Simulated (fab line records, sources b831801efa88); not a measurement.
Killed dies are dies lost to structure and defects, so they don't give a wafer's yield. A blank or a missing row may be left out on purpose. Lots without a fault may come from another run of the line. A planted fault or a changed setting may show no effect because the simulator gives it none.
fab line records | flow gf180mcu
record lots=5 wafers=15 last_day=34
route steps=602 shown MIM@525 M5@526 V5@540
lots that met no fault: from a run of the same line without faults
start_h: hours from the record's first day to the start of the lot's first wafer shown | wait_h: hours since the lot's step before | " the same as in the row above | L1.1+2: a row that stands for several wafers | - no value, or no start given | * or withheld: withheld | < > ~ a bound
route shown NAME@n: a module of which the file shows steps, and the number in the route of the first | usual: mean/standard deviation of fault-free wafers | same: alike in all rows | chamber/n: place in a boat | sites: the reading at each site | _std_site: their standard deviation | _edge_site: outer sites' mean less inner sites' | radius_mm: how far each site lies from the wafer's centre | mask NAME#n: copy n | behind: the tool/chamber that last shaped the wafer | hold: why the lot was held/for how many hours/how that ended | device: the transistor (n, p or np) that didn't switch | end of line: the same wafers' tests at the end of the route | a step without rows: its recipe alone | killed: dies lost to structure and defects at the first sort, not the wafer's yield | map: a wafer's dies, x killed, . not, _ none there
set.NAME: the setting as run; set.NAME@STEP: as run at that earlier step | model.NAME: the simulator's own value behind a step, which no gauge read
lots at some steps of the route; a table a step, a row a wafer
services: from which hour (start_h, from the record's first day; less than 0 if before it) a tool's chamber was out of use, for how many hours, and why
## steps
# step GF_MIM_CLEAN_22
# recipe chemistry=DIW dry=n2_spin
# columns lot.wafer tool chamber start_h wait_h
L079.2+3+4 wet_bench-02 2 628.27 0.0
L080.1+2+5 wet_bench-01 0 632.17 0.0
L081.2+3+5 wet_bench-01 0 639.15 0.0
L088.2+4+6 wet_bench-02 0 693.07 0.0
L097.1+2+5 wet_bench-03 3 747.67 0.0
# step GF_M5_DEHYDRATE_00
# recipe temp_c=200 time_s=60
# columns lot.wafer tool chamber start_h wait_h
L079.2+3+4 litho_track-03 0 637.73 9.4
L080.1+2+5 litho_track-03 0 641.66 9.4
L081.2+3+5 litho_track-01 0 648.58 9.3
L088.2+4+6 litho_track-03 0 701.98 8.8
L097.1+2+5 litho_track-01 0 755.26 7.5
# step GF_M5_HMDS_01
# recipe prime_time_s=60 prime_temp_c=120
# usual prime_temp_c=120.00/0.14
# same prime_time_s=60
# columns lot.wafer tool chamber start_h wait_h prime_temp_c
L079.2 litho_track-03 0 637.88 0.1 120.03
L079.3 " 0 " " 119.85
L079.4 " 0 " " 119.80
L080.1 litho_track-03 0 641.81 0.1 120.04
L080.2 " 0 " " 119.93
L080.5 " 0 " " 119.90
L081.2 litho_track-01 0 648.73 0.1 120.21
L081.3 " 0 " " 120.14
L081.5 " 0 " " 120.23
L088.2 litho_track-03 0 702.13 0.1 120.00
L088.4 " 0 " " 119.90
L088.6 " 0 " " 120.12
L097.1 litho_track-01 0 755.41 0.1 120.03
L097.2 " 0 " " 119.89
L097.5 " 0 " " 119.86
# step GF_M5_COAT_02
# recipe resist=KrF spin_rpm=withheld resist_thk_nm=1000
# columns lot.wafer tool chamber start_h wait_h
L079.2+3+4 litho_track-03 0 638.03 0.1
L080.1+2+5 litho_track-03 0 641.96 0.1
L081.2+3+5 litho_track-01 0 648.88 0.1
L088.2+4+6 litho_track-03 0 702.28 0.1
L097.1+2+5 litho_track-01 0 755.56 0.1
# step GF_M5_SOFTBAKE_03
# recipe temp_c=130 time_s=60 resist=KrF
# columns lot.wafer tool chamber start_h wait_h
L079.2+3+4 litho_track-03 0 638.18 0.1
L080.1+2+5 litho_track-03 0 642.11 0.1
L081.2+3+5 litho_track-01 0 649.03 0.1
L088.2+4+6 litho_track-03 0 702.43 0.1
L097.1+2+5 litho_track-01 0 755.71 0.1
# step GF_M5_EXPOSE_04
# recipe mask_id=Metal5 target_cd_nm=280 na=0.68 source_shape=conventional sigma_outer=0.6 dose_mj=28
# columns lot.wafer tool chamber start_h wait_h mask
L079.2+3+4 krf_scanner-01 0 - - Metal5#0
L080.1+2+5 krf_scanner-01 0 - - Metal5#0
L081.2+3+5 krf_scanner-02 0 - - Metal5#0
L088.2+4+6 krf_scanner-02 0 - - Metal5#0
L097.1+2+5 krf_scanner-02 0 - - Metal5#0
# step GF_M5_PEB_05
# recipe peb_temp_c=135 peb_time_s=90 resist=KrF
# columns lot.wafer tool chamber start_h wait_h
L079.2+3+4 litho_track-01 0 - -
L080.1+2+5 litho_track-01 0 - -
L081.2+3+5 litho_track-03 0 - -
L088.2+4+6 litho_track-04 0 - -
L097.1+2+5 litho_track-04 0 - -
# step GF_M5_DEVELOP_06
# recipe develop_time_s=60 dev_temp_c=21
# columns lot.wafer tool chamber start_h wait_h
L079.2+3+4 litho_track-01 0 647.83 0.2
L080.1+2+5 litho_track-01 0 652.16 0.2
L081.2+3+5 litho_track-03 0 657.98 0.2
L088.2+4+6 litho_track-04 0 711.13 0.2
L097.1+2+5 litho_track-04 0 764.05 0.2
# step GF_M5_CD_MEAS_07
# recipe target_cd_nm=280
# usual cd_nm=280.0/1.1
# columns lot.wafer tool chamber start_h wait_h cd_nm
L079.2 cd_sem-02 - 647.98 0.1 278.9
L079.3 " - " " 279.6
L079.4 " - " " 279.0
L080.1 cd_sem-02 - 652.31 0.1 279.0
L080.2 " - " " 280.1
L080.5 " - " " 279.5
L081.2 cd_sem-01 - 658.13 0.1 280.7
L081.3 " - " " 280.7
L081.5 " - " " 281.6
L088.2 cd_sem-01 - 711.27 0.1 280.0
L088.4 " - " " 279.8
L088.6 " - " " 279.1
L097.1 cd_sem-01 - 764.20 0.1 277.5
L097.2 " - " " 277.7
L097.5 " - " " 278.4
# step GF_M5_OVL_MEAS_08
# usual M5_OVL=2/5.7
# columns lot.wafer tool chamber start_h wait_h M5_OVL[nm]
L079.2 overlay-01 - 648.08 0.1 -4
L079.3 " - " " 2
L079.4 " - " " -5
L080.1 overlay-01 - 652.43 0.1 11
L080.2 " - " " 2
L080.5 " - " " 13
L081.2 overlay-01 - 658.23 0.1 6
L081.3 " - " " -2
L081.5 " - " " 1
L088.2 overlay-01 - 711.38 0.1 -4
L088.4 " - " " 6
L088.6 " - " " 3
L097.1 overlay-02 - 764.32 0.1 -3
L097.2 " - " " -8
L097.5 " - " " 0
# step GF_M5_ETCH_09
# recipe chemistry=CF4/O2 target=Si3N4 target_depth_nm=52 source_w=800 bias_w=150 pressure_mtorr=150 cf4_flow_sccm=80 O2_flow_sccm=10 time_s=11.6
# usual bias_w=150.0/0.43 chamber_pressure_mTorr=150.03/0.17 drypump_motor_current_A=5.7/0.38 oes_product_au=1.001/0.0074 throttle_valve_pct=5.970/0.0092
# columns lot.wafer tool chamber start_h wait_h bias_w chamber_pressure_mTorr drypump_motor_current_A oes_product_au rf_hours_counter_h throttle_valve_pct
L079.2 rie_diel-03 2 648.11 0.0 149.6 149.91 6.5 0.989 1 5.957
L079.3 " 3 " " 150.0 150.17 5.0 1.005 5 5.970
L079.4 " 1 " " 149.6 149.97 6.1 1.004 12 5.968
L080.1 rie_diel-02 1 652.46 0.0 149.8 150.21 5.6 1.006 6 5.985
L080.2 " 3 " " 150.3 150.01 5.5 1.011 7 5.974
L080.5 " 1 " " 149.7 150.09 5.6 1.014 - 5.973
L081.2 rie_diel-01 3 658.26 0.0 150.1 149.93 5.9 1.003 23 5.970
L081.3 " 1 " " 149.9 150.05 5.8 0.995 58 5.982
L081.5 " 0 " " 150.3 150.06 5.4 1.000 - 5.977
L088.2 rie_diel-03 0 711.41 0.0 150.0 150.18 5.7 1.002 12 5.977
L088.4 " 2 " " 150.4 150.08 6.5 0.990 4 5.981
L088.6 " 2 " " 150.4 150.24 6.5 1.000 - 5.980
L097.1 rie_diel-02 0 764.36 0.0 149.5 149.98 5.5 0.999 9 5.968
L097.2 " 2 " " 150.0 150.06 5.4 1.012 23 5.965
L097.5 " 1 " " 150.5 149.80 5.6 1.012 - 5.976
# step GF_M5_METAL_ETCH_10
# recipe chemistry=Cl2/BCl3 mask_material=KrF target_depth_nm=750.8 stop_on=SiO2 pressure_mtorr=8 icp_w=800 bias_w=140 Cl2_flow_sccm=80 bcl3_flow_sccm=40 time_s=125.1
# usual bias_w=140.0/0.39 chamber_pressure_mTorr=8.001/0.0073 drypump_motor_current_A=5.7/0.43 oes_product_au=0.990/0.0063 throttle_valve_pct=28.229/0.0093
# columns lot.wafer tool chamber start_h wait_h bias_w chamber_pressure_mTorr drypump_motor_current_A oes_product_au rf_hours_counter_h throttle_valve_pct
L079.2 rie_metal-04 0 648.14 0.0 139.6 7.997 5.6 0.997 9 28.212
L079.3 " 1 " " 140.3 7.995 6.3 0.987 - 28.229
L079.4 " 0 " " 140.2 8.001 5.5 1.000 - 28.225
L080.1 rie_metal-01 1 652.49 0.0 139.8 8.002 4.9 0.994 5 28.222
L080.2 " 0 " " 140.1 7.996 5.6 0.988 2 28.223
L080.5 " 1 " " 140.1 7.990 4.9 0.991 - 28.210
L081.2 rie_metal-04 0 658.29 0.0 139.9 7.996 5.6 0.989 9 28.238
L081.3 " 1 " " 140.1 7.999 6.3 0.972 - 28.231
L081.5 " 0 " " 140.0 8.001 5.6 0.989 - 28.237
L088.2 rie_metal-04 0 711.43 0.0 139.6 8.006 5.6 0.994 12 28.231
L088.4 " 1 " " 139.9 8.011 6.3 0.995 - 28.234
L088.6 " 1 " " 140.1 7.987 6.3 0.990 - 28.222
L097.1 rie_metal-04 0 764.38 0.0 139.7 8.002 5.6 0.997 14 28.247
L097.2 " 1 " " 140.1 7.994 6.3 0.993 6 28.230
L097.5 " 1 " " 140.5 8.007 6.3 0.986 - 28.226
# step GF_M5_STRIP_11
# recipe chemistry=O2/N2 power_w=1400 pressure_mtorr=1500 platen_temp_c=250 o2_flow_sccm=3000 n2_flow_sccm=300 overash_fraction=0.5
# usual chamber_pressure_mTorr=1500.1/1.2 drypump_motor_current_A=5.7/0.39 heater_power_w=356/26 oes_product_au=0.524/0.005 platen_temp_c=250.01/0.18 strip_time_to_endpoint_s=7.04/0.037
# columns lot.wafer tool chamber start_h wait_h chamber_pressure_mTorr drypump_motor_current_A heater_power_w oes_product_au platen_temp_c rf_hours_counter_h strip_time_to_endpoint_s
L079.2 plasma_asher-04 1 648.27 0.1 1500.5 5.2 371 0.522 249.97 23 7.02
L079.3 " 1 " " 1498.1 5.2 371 0.520 249.83 - 7.04
L079.4 " 0 " " 1499.6 6.0 398 0.514 249.86 - 7.02
L080.1 plasma_asher-02 1 652.62 0.1 1498.8 5.7 349 0.526 249.84 54 7.04
L080.2 " 0 " " 1500.4 6.4 314 0.530 249.88 54 7.06
L080.5 " 0 " " 1501.6 6.3 318 0.521 249.78 - 7.01
L081.2 plasma_asher-03 0 658.42 0.1 1499.1 5.7 337 0.523 249.88 83 7.06
L081.3 " 0 " " 1498.8 5.7 334 0.522 250.21 - 7.12
L081.5 " 1 " " 1499.3 5.4 344 0.528 250.16 - 7.06
L088.2 plasma_asher-03 1 711.56 0.1 1501.3 5.4 333 0.519 249.87 88 7.01
L088.4 " 1 " " 1498.1 5.3 339 0.526 249.97 - 7.07
L088.6 " 1 " " 1498.3 5.4 332 0.521 250.01 - 7.01
L097.1 plasma_asher-04 0 764.51 0.1 1498.9 6.0 404 0.525 249.89 36 7.00
L097.2 " 1 " " 1500.8 5.2 365 0.528 250.18 36 7.02
L097.5 " 1 " " 1500.0 5.2 363 0.519 249.85 - 7.03
# step GF_M5_STRIP_12
# recipe chemistry=post_etch_residue_remover time_s=1200 temp_c=72.5
# usual bath_heat_duty_pct=14.5/1.6
# columns lot.wafer tool chamber start_h wait_h bath_heat_duty_pct
L079.2 wet_bench-04 3 648.37 0.1 17.7
L079.3 " 3 " " 18.2
L079.4 " 3 " " 18.3
L080.1 wet_bench-03 0 652.72 0.1 15.3
L080.2 " 0 " " 15.4
L080.5 " 0 " " 14.0
L081.2 wet_bench-03 3 658.52 0.1 12.7
L081.3 " 3 " " 13.8
L081.5 " 3 " " 13.0
L088.2 wet_bench-03 3 711.66 0.1 12.1
L088.4 " 3 " " 12.3
L088.6 " 3 " " 14.0
L097.1 wet_bench-03 2 764.61 0.1 12.2
L097.2 " 2 " " 13.2
L097.5 " 2 " " 13.0
# step GF_M5_CLEAN_13
# recipe chemistry=DIW dry=n2_spin
# columns lot.wafer tool chamber start_h wait_h
L079.2+3+4 wet_bench-03 1 649.05 0.0
L080.1+2+5 wet_bench-02 1 653.06 0.0
L081.2+3+5 wet_bench-02 0 658.89 0.0
L088.2+4+6 wet_bench-04 1 712.00 0.0
L097.1+2+5 wet_bench-02 1 764.95 0.0
# step GF_V5_CVD_00
# recipe material=SiO2 target_thk_nm=300 sigma_open_frac=0.3 temp_c=400 time_s=50 sih4_flow_sccm=60 pressure_mtorr=6
# columns lot.wafer tool chamber start_h wait_h
L079.2+3+4 hdpcvd-02 1,2,1 649.17 0.0
L080.1+2+5 hdpcvd-02 2,0,1 653.15 0.0
L081.2+3+5 hdpcvd-01 2,1,0 658.98 0.0
L088.2+4+6 hdpcvd-01 2,1,2 712.11 0.0
L097.1+2+5 hdpcvd-01 0,2,2 765.10 0.1
# step GF_V5_THK_MEAS_01
# recipe reads=SiO2_of_V5_CVD_00
# usual V5_CVD_00_THK=299.8/2.6
# columns lot.wafer tool chamber start_h wait_h V5_CVD_00_THK[nm]
L079.2 film_metro-01 - 649.22 0.0 296.7
L079.3 " - " " 300.0
L079.4 " - " " 296.9
L080.1 film_metro-03 - 653.19 0.0 301.5
L080.2 " - " " 307.4
L080.5 " - " " 302.6
L081.2 film_metro-03 - 659.04 0.0 296.0
L081.3 " - " " 296.2
L081.5 " - " " 300.5
L088.2 film_metro-03 - 712.17 0.0 300.6
L088.4 " - " " 299.2
L088.6 " - " " 300.9
L097.1 film_metro-03 - 765.17 0.0 296.1
L097.2 " - " " 294.9
L097.5 " - " " 296.1
# step GF_V5_CVD_02
# recipe material=SiO2 target_thk_nm=1450 precursor=TEOS temp_c=400 time_s=163.28 rf_w=600
# usual heater_power_w=685/100
# columns lot.wafer tool chamber start_h wait_h heater_power_w
L079.2 pecvd-03 1 649.27 0.0 717
L079.3 " 0 " " 893
L079.4 " 2 " " 599
L080.1 pecvd-02 2 653.25 0.1 705
L080.2 " 1 " " 587
L080.5 " 2 " " 582
L081.2 pecvd-02 1 659.09 0.0 535
L081.3 " 2 " " 619
L081.5 " 0 " " 733
L088.2 pecvd-02 1 712.22 0.0 599
L088.4 " 1 " " 476
L088.6 " 0 " " 745
L097.1 pecvd-03 1 765.23 0.1 772
L097.2 " 0 " " 806
L097.5 " 2 " " 739
# step GF_V5_THK_MEAS_03
# recipe reads=SiO2_of_V5_CVD_02
# usual V5_CVD_02_THK=1448/17
# columns lot.wafer tool chamber start_h wait_h V5_CVD_02_THK[nm]
L079.2 film_metro-01 - 649.39 0.1 1447
L079.3 " - " " 1442
L079.4 " - " " 1469
L080.1 film_metro-02 - 653.36 0.1 1434
L080.2 " - " " 1436
L080.5 " - " " 1452
L081.2 film_metro-01 - 659.20 0.1 1428
L081.3 " - " " 1409
L081.5 " - " " 1448
L088.2 film_metro-02 - 712.33 0.1 1448
L088.4 " - " " 1457
L088.6 " - " " 1448
L097.1 film_metro-02 - 765.34 0.1 1449
L097.2 " - " " 1435
L097.5 " - " " 1450
# step GF_V5_CMP_04
# recipe material=SiO2 down_force_psi=4 platen_rpm=60 pad_velocity_m_s=0.94248
# usual motor_current_A=12.1/0.95
# columns lot.wafer tool chamber start_h wait_h motor_current_A
L079.2 cmp-02 0 649.49 0.1 12.0
L079.3 " 1 " " 12.2
L079.4 " 2 " " 10.3
L080.1 cmp-01 0 653.42 0.1 11.6
L080.2 " 1 " " 11.5
L080.5 " 1 " " 11.4
L081.2 cmp-01 2 659.35 0.1 13.2
L081.3 " 3 " " 12.4
L081.5 " 1 " " 11.5
L088.2 cmp-02 3 712.68 0.3 12.9
L088.4 " 1 " " 13.3
L088.6 " 3 " " 12.8
L097.1 cmp-02 1 765.52 0.2 12.6
L097.2 " 2 " " 9.5
L097.5 " 1 " " 12.0
# step GF_V5_BOW_MEAS_05
# recipe mode=bow
# usual V5_BOW=132/11
# columns lot.wafer tool chamber start_h wait_h V5_BOW[um]
L079.2 film_metro-03 - 649.78 0.2 138
L079.3 " - " " 141
L079.4 " - " " 134
L080.1 film_metro-02 - 653.72 0.2 131
L080.2 " - " " 131
L080.5 " - " " 132
L081.2 film_metro-02 - 659.57 0.2 121
L081.3 " - " " 134
L081.5 " - " " 131
L088.2 film_metro-01 - 713.00 0.3 120
L088.4 " - " " 128
L088.6 " - " " 125
L097.1 film_metro-01 - 765.82 0.2 120
L097.2 " - " " 132
L097.5 " - " " 127
# step GF_V5_DEHYDRATE_06
# recipe temp_c=200 time_s=60
# columns lot.wafer tool chamber start_h wait_h
L079.2+3+4 litho_track-04 0 658.98 9.2
L080.1+2+5 litho_track-03 0 662.76 9.0
L081.2+3+5 litho_track-02 0 668.83 9.2
L088.2+4+6 litho_track-03 0 721.38 8.4
L097.1+2+5 litho_track-03 0 773.46 7.6
# step GF_V5_HMDS_07
# recipe prime_time_s=60 prime_temp_c=120
# usual prime_temp_c=120.02/0.13
# same prime_time_s=60
# columns lot.wafer tool chamber start_h wait_h prime_temp_c
L079.2 litho_track-04 0 659.13 0.1 120.14
L079.3 " 0 " " 119.99
L079.4 " 0 " " 120.31
L080.1 litho_track-03 0 662.91 0.1 120.01
L080.2 " 0 " " 119.91
L080.5 " 0 " " 119.99
L081.2 litho_track-02 0 668.98 0.1 119.97
L081.3 " 0 " " 119.84
L081.5 " 0 " " 119.92
L088.2 litho_track-03 0 721.53 0.1 119.94
L088.4 " 0 " " 119.79
L088.6 " 0 " " 120.13
L097.1 litho_track-03 0 773.61 0.1 120.00
L097.2 " 0 " " 119.92
L097.5 " 0 " " 119.96
# step GF_V5_COAT_08
# recipe resist=BARC temp_c=withheld time_s=withheld spin_rpm=withheld resist_thk_nm=withheld
# columns lot.wafer tool chamber start_h wait_h
L079.2+3+4 litho_track-04 0 659.28 0.1
L080.1+2+5 litho_track-03 0 663.06 0.1
L081.2+3+5 litho_track-02 0 669.13 0.1
L088.2+4+6 litho_track-03 0 721.68 0.1
L097.1+2+5 litho_track-03 0 773.76 0.1
# step GF_V5_COAT_09
# recipe resist=KrF spin_rpm=withheld resist_thk_nm=1000
# columns lot.wafer tool chamber start_h wait_h
L079.2+3+4 litho_track-04 0 - -
L080.1+2+5 litho_track-03 0 - -
L081.2+3+5 litho_track-02 0 - -
L088.2+4+6 litho_track-03 0 - -
L097.1+2+5 litho_track-03 0 - -
# step GF_V5_SOFTBAKE_10
# recipe temp_c=130 time_s=60 resist=KrF
# columns lot.wafer tool chamber start_h wait_h
L079.2+3+4 litho_track-04 0 - -
L080.1+2+5 litho_track-03 0 - -
L081.2+3+5 litho_track-02 0 - -
L088.2+4+6 litho_track-03 0 - -
L097.1+2+5 litho_track-03 0 - -
# step GF_V5_EXPOSE_11
# recipe mask_id=Via5 target_cd_nm=260 na=0.68 source_shape=conventional sigma_outer=0.6 dose_mj=38
# columns lot.wafer tool chamber start_h wait_h mask
L079.2+3+4 krf_scanner-02 0 - - Via5#0
L080.1+2+5 krf_scanner-01 0 - - Via5#0
L081.2+3+5 krf_scanner-02 0 - - Via5#0
L088.2+4+6 krf_scanner-01 0 - - Via5#0
L097.1+2+5 krf_scanner-01 0 - - Via5#0
# step GF_V5_PEB_12
# recipe peb_temp_c=135 peb_time_s=90 resist=KrF
# columns lot.wafer tool chamber start_h wait_h
L079.2+3+4 litho_track-04 0 - -
L080.1+2+5 litho_track-02 0 - -
L081.2+3+5 litho_track-02 0 - -
L088.2+4+6 litho_track-02 0 - -
L097.1+2+5 litho_track-03 0 - -
# step GF_V5_DEVELOP_13
# recipe develop_time_s=60 resist=KrF dev_temp_c=21
# columns lot.wafer tool chamber start_h wait_h
L079.2+3+4 litho_track-04 0 669.33 0.2
L080.1+2+5 litho_track-02 0 672.76 0.2
L081.2+3+5 litho_track-02 0 678.93 0.2
L088.2+4+6 litho_track-02 0 730.38 0.2
L097.1+2+5 litho_track-03 0 781.61 0.2
# step GF_V5_CD_MEAS_14
# recipe target_cd_nm=260
# usual cd_nm=259.7/1.2
# columns lot.wafer tool chamber start_h wait_h cd_nm
L079.2 cd_sem-02 - 669.47 0.1 260.1
L079.3 " - " " 260.4
L079.4 " - " " 260.1
L080.1 cd_sem-02 - 672.91 0.1 260.9
L080.2 " - " " 258.3
L080.5 " - " " 259.7
L081.2 cd_sem-01 - 679.08 0.1 259.9
L081.3 " - " " 260.1
L081.5 " - " " 261.0
L088.2 cd_sem-01 - 730.53 0.1 260.2
L088.4 " - " " 261.8
L088.6 " - " " 260.9
L097.1 cd_sem-02 - 781.76 0.1 260.6
L097.2 " - " " 259.6
L097.5 " - " " 259.3
# step GF_V5_OVL_MEAS_15
# usual V5_OVL=3/5
# columns lot.wafer tool chamber start_h wait_h V5_OVL[nm]
L079.2 overlay-02 - 669.58 0.1 8
L079.3 " - " " 8
L079.4 " - " " 6
L080.1 overlay-01 - 673.03 0.1 -1
L080.2 " - " " 6
L080.5 " - " " 1
L081.2 overlay-01 - 679.18 0.1 -7
L081.3 " - " " -1
L081.5 " - " " 1
L088.2 overlay-01 - 730.63 0.1 -1
L088.4 " - " " 0
L088.6 " - " " 3
L097.1 overlay-02 - 781.88 0.1 5
L097.2 " - " " 5
L097.5 " - " " 9
# step GF_V5_ETCH_16
# recipe chemistry=N2/H2 target_depth_a=withheld overetch_a=withheld time_s=withheld target=BARC ion_energy_ev=200 source_w=500 bias_w=100 pressure_mtorr=30 n2_flow_sccm=100 h2_flow_sccm=200
# usual bias_w=100.00/0.28 chamber_pressure_mTorr=29.999/0.027 drypump_motor_current_A=5.60/0.19 oes_product_au=0.854/0.0052 throttle_valve_pct=13.224/0.0088
# columns lot.wafer tool chamber start_h wait_h bias_w chamber_pressure_mTorr drypump_motor_current_A oes_product_au throttle_valve_pct
L079.2 rie_diel-02 1 669.61 0.0 100.25 30.016 5.58 0.856 13.221
L079.3 " 3 " " 99.91 29.962 5.58 0.856 13.242
L079.4 " 2 " " 100.53 30.018 5.44 0.853 13.231
L080.1 rie_diel-02 3 673.06 0.0 99.80 30.025 5.58 0.856 13.244
L080.2 " 2 " " 99.73 29.952 5.40 0.850 13.214
L080.5 " 0 " " 99.93 30.024 5.46 0.853 13.212
L081.2 rie_diel-02 1 679.21 0.0 100.14 30.006 5.57 0.851 13.232
L081.3 " 3 " " 99.72 29.998 5.57 0.852 13.229
L081.5 " 2 " " 100.39 30.001 5.40 0.856 13.230
L088.2 rie_diel-04 1 730.66 0.0 100.06 29.994 5.70 0.854 13.225
L088.4 " 0 " " 99.90 30.004 5.82 0.854 13.248
L088.6 " 3 " " 99.92 30.010 5.74 0.863 13.217
L097.1 rie_diel-01 1 781.91 0.0 100.26 29.953 5.78 0.857 13.219
L097.2 " 2 " " 99.72 29.991 5.60 0.852 13.221
L097.5 " 1 " " 100.21 29.936 5.78 0.864 13.215
# step GF_V5_ETCH_17
# recipe chemistry=C4F8/O2/Ar mask_material=KrF target=SiO2 stop_on=TiN source_w=1500 bias_w=1200 pressure_mtorr=40 c4f8_flow_sccm=withheld O2_flow_sccm=6 Ar_flow_sccm=300 time_s=withheld target_depth_a=8550
# usual bias_w=1200/3.7 chamber_pressure_mTorr=40.00/0.032 oes_product_au=0.860/0.0046
# columns lot.wafer tool chamber start_h wait_h bias_w chamber_pressure_mTorr oes_product_au
L079.2 rie_diel-02 1 - - 1202 40.03 0.863
L079.3 " 3 " " 1201 39.98 0.860
L079.4 " 2 " " 1203 39.95 0.861
L080.1 rie_diel-02 3 - - 1197 39.96 0.864
L080.2 " 2 " " 1195 40.06 0.863
L080.5 " 0 " " 1201 39.96 0.853
L081.2 rie_diel-02 1 - - 1205 40.01 0.854
L081.3 " 3 " " 1198 39.96 0.854
L081.5 " 2 " " 1199 40.04 0.856
L088.2 rie_diel-04 1 - - 1204 40.00 0.864
L088.4 " 0 " " 1199 40.03 0.856
L088.6 " 3 " " 1201 40.00 0.860
L097.1 rie_diel-01 1 - - 1199 40.00 0.860
L097.2 " 2 " " 1200 40.02 0.856
L097.5 " 1 " " 1200 39.97 0.859
# step GF_V5_STRIP_18
# recipe chemistry=O2/N2 power_w=1400 pressure_mtorr=1500 platen_temp_c=250 o2_flow_sccm=3000 n2_flow_sccm=300 overash_fraction=0.5
# usual chamber_pressure_mTorr=1500.0/1.3 drypump_motor_current_A=5.9/0.32 heater_power_w=337/19 oes_product_au=0.568/0.0049 platen_temp_c=250.01/0.21
# columns lot.wafer tool chamber start_h wait_h chamber_pressure_mTorr drypump_motor_current_A heater_power_w oes_product_au platen_temp_c rf_hours_counter_h
L079.2 plasma_asher-02 1 669.76 - 1499.8 5.7 344 0.571 249.68 56
L079.3 " 0 " " 1499.2 6.4 321 0.556 250.24 -
L079.4 " 1 " " 1497.5 5.7 349 0.569 249.64 -
L080.1 plasma_asher-01 1 673.22 - 1500.2 5.7 357 0.571 249.82 108
L080.2 " 0 " " 1499.0 6.0 309 0.569 250.19 108
L080.5 " 1 " " 1500.9 5.7 369 0.568 249.66 -
L081.2 plasma_asher-01 0 679.37 - 1498.5 6.0 309 0.562 249.94 109
L081.3 " 0 " " 1500.9 6.0 321 0.569 249.91 -
L081.5 " 0 " " 1499.1 6.0 316 0.568 249.85 -
L088.2 plasma_asher-02 1 730.82 - 1501.1 5.7 356 0.576 250.03 62
L088.4 " 0 " " 1499.6 6.4 321 0.566 250.15 -
L088.6 " 0 " " 1497.2 6.3 316 0.565 249.88 -
L097.1 plasma_asher-02 1 782.07 - 1500.5 5.7 358 0.569 249.61 67
L097.2 " 0 " " 1502.7 6.4 321 0.573 250.00 67
L097.5 " 0 " " 1500.5 6.4 327 0.571 250.05 -
# step GF_V5_STRIP_19
# recipe chemistry=post_etch_residue_remover time_s=1200 temp_c=72.5
# usual bath_heat_duty_pct=14.3/1.2
# columns lot.wafer tool chamber start_h wait_h bath_heat_duty_pct
L079.2 wet_bench-02 1 669.86 0.1 14.8
L079.3 " 1 " " 13.6
L079.4 " 1 " " 14.2
L080.1 wet_bench-04 0 673.32 0.1 11.9
L080.2 " 0 " " 13.3
L080.5 " 0 " " 12.8
L081.2 wet_bench-01 2 679.47 0.1 14.5
L081.3 " 2 " " 15.5
L081.5 " 2 " " 13.9
L088.2 wet_bench-04 1 730.92 0.1 15.0
L088.4 " 1 " " 14.8
L088.6 " 1 " " 14.8
L097.1 wet_bench-02 2 782.17 0.1 13.3
L097.2 " 2 " " 14.2
L097.5 " 2 " " 12.9
# step GF_V5_CLEAN_20
# recipe chemistry=DIW dry=n2_spin
# columns lot.wafer tool chamber start_h wait_h
L079.2+3+4 wet_bench-01 1 670.20 0.0
L080.1+2+5 wet_bench-02 2 673.66 0.0
L081.2+3+5 wet_bench-04 0 679.84 0.0
L088.2+4+6 wet_bench-02 0 731.26 0.0
L097.1+2+5 wet_bench-04 2 782.51 0.0
# step GF_V5_SPUTTER_21
# recipe material=Ti target_thk_nm=15 chamber_pressure_pa=5 power_w=2500 substrate_temp_c=200 time_s=80.02
# usual throttle_valve_pct=29.8/1.2
# columns lot.wafer tool chamber start_h wait_h throttle_valve_pct
L079.2 pvd_sputter-04 - 670.30 0.0 30.5
L079.3 " - " " 28.3
L079.4 " - " " 30.9
L080.1 pvd_sputter-04 - 673.75 0.0 30.4
L080.2 " - " " 29.8
L080.5 " - " " 28.6
L081.2 pvd_sputter-03 - 679.93 0.0 29.8
L081.3 " - " " 31.2
L081.5 " - " " 30.6
L088.2 pvd_sputter-03 - 731.35 0.0 30.3
L088.4 " - " " 30.0
L088.6 " - " " 30.4
L097.1 pvd_sputter-01 - 782.60 0.0 28.1
L097.2 " - " " 30.8
L097.5 " - " " 28.3
# step GF_V5_SPUTTER_22
# recipe material=TiN target_thk_nm=10 chamber_pressure_pa=5 power_w=4000 time_s=40
# usual throttle_valve_pct=29.8/1.2
# columns lot.wafer tool chamber start_h wait_h throttle_valve_pct
L079.2 pvd_sputter-04 - 670.36 0.0 30.7
L079.3 " - " " 28.3
L079.4 " - " " 30.5
L080.1 pvd_sputter-04 - 673.81 0.0 30.8
L080.2 " - " " 29.5
L080.5 " - " " 28.5
L081.2 pvd_sputter-03 - 679.99 0.0 29.8
L081.3 " - " " 31.5
L081.5 " - " " 30.2
L088.2 pvd_sputter-03 - 731.41 0.0 30.5
L088.4 " - " " 29.9
L088.6 " - " " 30.4
L097.1 pvd_sputter-01 - 782.66 0.0 28.1
L097.2 " - " " 30.5
L097.5 " - " " 28.2
# step GF_V5_CVD_23
# recipe material=W target_thk_nm=350 time_s=104.9 temp_c=400 pressure_torr=40
# usual heater_power_w=867/180
# columns lot.wafer tool chamber start_h wait_h heater_power_w
L079.2 cvd_w-02 1 670.40 0.0 763
L079.3 " 1 " " 769
L079.4 " 0 " " 1108
L080.1 cvd_w-01 0 673.85 0.0 832
L080.2 " 1 " " 678
L080.5 " 0 " " 818
L081.2 cvd_w-02 0 680.03 0.0 1125
L081.3 " 1 " " 747
L081.5 " 0 " " 1115
L088.2 cvd_w-01 1 731.45 0.0 671
L088.4 " 0 " " 811
L088.6 " 0 " " 783
L097.1 cvd_w-02 1 782.70 0.0 764
L097.2 " 0 " " 1115
L097.5 " 1 " " 741
## services
# columns tool chamber start_h hours kind
pecvd-02 - 606.58 3.0 repair
pvd_sputter-03 - 617.47 6.1 repair
krf_scanner-02 - 620.86 24.4 repair
cmp-02 - 628.60 13.1 repair
wet_bench-02 - 631.34 5.4 repair
hdpcvd-01 0 633.28 2.6 repair
krf_scanner-02 - 645.31 1.3 pm
krf_scanner-02 - 646.43 2.4 repair
hdpcvd-01 - 647.33 3.3 repair
krf_scanner-01 - 649.40 0.8 pm
rie_diel-01 1 651.95 5.6 repair
hdpcvd-01 - 652.45 1.0 repair
pecvd-02 - 652.63 0.5 repair
krf_scanner-02 - 662.77 0.4 repair
krf_scanner-02 - 699.42 1.0 pm
rie_diel-02 0 705.38 8.8 repair
krf_scanner-02 - 715.67 0.8 pm
krf_scanner-01 - 729.67 1.0 pm
krf_scanner-02 - 730.56 0.5 repair
krf_scanner-01 - 752.52 3.7 repair
krf_scanner-02 - 756.23 4.0 pm
rie_metal-04 1 768.73 27.3 repair
krf_scanner-01 - 772.59 1.3 pm
krf_scanner-02 - 778.05 4.4 pm
## key
fault none
